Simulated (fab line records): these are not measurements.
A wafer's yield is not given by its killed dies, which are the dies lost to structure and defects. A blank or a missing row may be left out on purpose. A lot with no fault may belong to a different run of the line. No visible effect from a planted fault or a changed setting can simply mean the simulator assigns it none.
Lot-split experiment | flow gf180mcu | 23 wafers read from 5 lots, route of 602 steps

== THE SPLIT ITSELF ==
At GF_V4_CVD_00 (deposits SiO2, target thk 600 nm, time 100 s), the setting sih4 flow sccm was moved away from the recipe's 60 sccm on 12 of the 23 wafers read, by -5.8% to +8.5%. The other wafers ran this setting at the recipe's value.

The file shows no step between the split and the reading.

== THE READING ==
V4_CVD_00_THK, in nm, at GF_V4_THK_MEAS_01. Typical for fault-free wafers on this fab line: 602 nm, with standard deviation 7.3 nm.

wafer  | tool, chamber at the split | sih4 flow sccm as run, sccm | against the recipe | V4_CVD_00_THK, nm | against lot-mates on the recipe
L074.1 | hdpcvd-02, 2               | 56.53                       | -5.8%              | 574               | -21
L074.3 | hdpcvd-02, 1               | 60                          | recipe             | 597               | -
L074.4 | hdpcvd-02, 2               | 60                          | recipe             | 593               | -
L074.5 | hdpcvd-02, 1               | 56.53                       | -5.8%              | 568               | -27
L074.6 | hdpcvd-02, 0               | 56.53                       | -5.8%              | 577               | -18
L076.1 | hdpcvd-02, 2               | 60                          | recipe             | 601               | -
L076.4 | hdpcvd-02, 1               | 60                          | recipe             | 604               | -
L076.5 | hdpcvd-02, 0               | 60                          | recipe             | 607               | -
L080.1 | hdpcvd-02, 2               | 60                          | recipe             | 600               | -
L080.2 | hdpcvd-02, 0               | 65.13                       | +8.5%              | 662               | +58
L080.4 | hdpcvd-02, 1               | 60                          | recipe             | 609               | -
L080.5 | hdpcvd-02, 0               | 65.13                       | +8.5%              | 663               | +58
L080.6 | hdpcvd-02, 2               | 65.13                       | +8.5%              | 645               | +40
L083.1 | hdpcvd-01, 0               | 60                          | recipe             | 611               | -
L083.2 | hdpcvd-01, 1               | 63.93                       | +6.5%              | 641               | +38
L083.3 | hdpcvd-01, 2               | 63.93                       | +6.5%              | 634               | +30
L083.4 | hdpcvd-01, 2               | 63.93                       | +6.5%              | 635               | +32
L083.6 | hdpcvd-01, 1               | 60                          | recipe             | 596               | -
L085.1 | hdpcvd-01, 0               | 60                          | recipe             | 610               | -
L085.2 | hdpcvd-01, 1               | 57.14                       | -4.8%              | 569               | -36
L085.4 | hdpcvd-01, 0               | 57.14                       | -4.8%              | 576               | -29
L085.5 | hdpcvd-01, 1               | 60                          | recipe             | 600               | -
L085.6 | hdpcvd-01, 2               | 57.14                       | -4.8%              | 562               | -43

FIT RESULTS
A straight line over all 23 wafers: V4_CVD_00_THK changes by +5.91 nm for each +1% of sih4 flow sccm; r = +0.97; the points scatter about the line by 6.9 nm.
The same after taking each lot's own level away (the mean of its wafers on the recipe; 23 wafers): +5.58 nm for each +1%; r = +0.96; scatter 7.8 nm.
According to that fit, moving sih4 flow sccm by its largest amount changes the reading by 48 nm.
From 595.0 to 605.0 nm: that is the span of the lots' own levels, equal to 1.4 times the standard deviation above.
Consequently the slope shifts little with the lot-to-lot level, the two slopes agreeing.
Check: for one of the wafers moved furthest among these (+8.5%), held out of the fit, the line's prediction against its lot-mates is +46 nm. It came out at +57.5 nm against them.

== THE WHOLE CHAIN: every reading that the file lists as answering this split, in the file's order ==
step              | what it does                                 | reading                                                                   | change (the file's fit)              | r (the file's)
GF_V4_CVD_00      | deposits SiO2, target thk 600 nm, time 100 s | SiO2_of_V4_CVD_00.thk nm (the simulator's own value, which no gauge read) | +5.63 nm for each +1% of the setting | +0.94
GF_V4_THK_MEAS_01 |                                              | V4_CVD_00_THK                                                             | +5.61 for each +1% of the setting    | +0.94

== FILE'S OWN FIT ==
V4_CVD_00_THK changes by +5.61 nm for each +1% of sih4 flow sccm, r = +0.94.
